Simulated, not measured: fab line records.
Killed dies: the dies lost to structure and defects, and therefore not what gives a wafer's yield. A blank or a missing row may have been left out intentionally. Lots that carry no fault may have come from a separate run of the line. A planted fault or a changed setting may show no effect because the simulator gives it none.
Chamber matching || flow sky130 || 4 sister chambers for SKY_FIELD_ISO_CMP_27 on cmp-02
The step polishes, stops on Si3N4, t overpolish 16 s, target thk 457.8 nm. 4 wafers are shown with their chamber, then 7 later ones without.

## EACH WAFER AND ITS CHAMBER
{"wafer": "L528.6", "chamber": 0, "motorCurrentA (A)": 10.6}
{"wafer": "L529.3", "chamber": 1, "motorCurrentA (A)": 11.4}
{"wafer": "L529.5", "chamber": 2, "motorCurrentA (A)": 12.1}
{"wafer": "L531.5", "chamber": 3, "motorCurrentA (A)": 11.7}

## WAFERS WITHOUT THEIR CHAMBER
{"wafer": "L531.6", "motorCurrentA (A)": 11.2}
{"wafer": "L533.1", "motorCurrentA (A)": 10.6}
{"wafer": "L533.2", "motorCurrentA (A)": 11.6}
{"wafer": "L533.6", "motorCurrentA (A)": 11.1}
{"wafer": "L541.1", "motorCurrentA (A)": 10.9}
{"wafer": "L541.2", "motorCurrentA (A)": 11.2}
{"wafer": "L541.6", "motorCurrentA (A)": 11.6}

## EACH ONE'S CHAMBER
{"wafer": "L531.6", "from the rows above": "can't be placed: 1 or 3 or 0", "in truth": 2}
{"wafer": "L533.1", "from the rows above": 0, "in truth": 0}
{"wafer": "L533.2", "from the rows above": "can't be placed: 3 or 1 or 2", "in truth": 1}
{"wafer": "L533.6", "from the rows above": "can't be placed: 1 or 0 or 3", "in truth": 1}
{"wafer": "L541.1", "from the rows above": "can't be placed: 0 or 1", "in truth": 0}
{"wafer": "L541.2", "from the rows above": "can't be placed: 1 or 3 or 0", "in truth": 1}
{"wafer": "L541.6", "from the rows above": "can't be placed: 3 or 1 or 2", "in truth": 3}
Correctly placed: 1 of 7. Can't be placed from these rows: 6 (the true chamber is among the candidates in 5). Wrongly placed: 0.
How it was worked out, from the rows above alone: a wafer's distance from a chamber is the root of the sum, over the readings, of the square of ((its reading less the chamber's mean) divided by the reading's scatter). If the next closest chamber is less than 2 further off than the closest, the wafer can't be placed; otherwise it belongs to the closest. For every chamber, the mean is computed from those of its wafers that are shown. The scatter: root of mean squared gap, hidden wafer to nearest shown wafer, with one shown wafer a chamber.
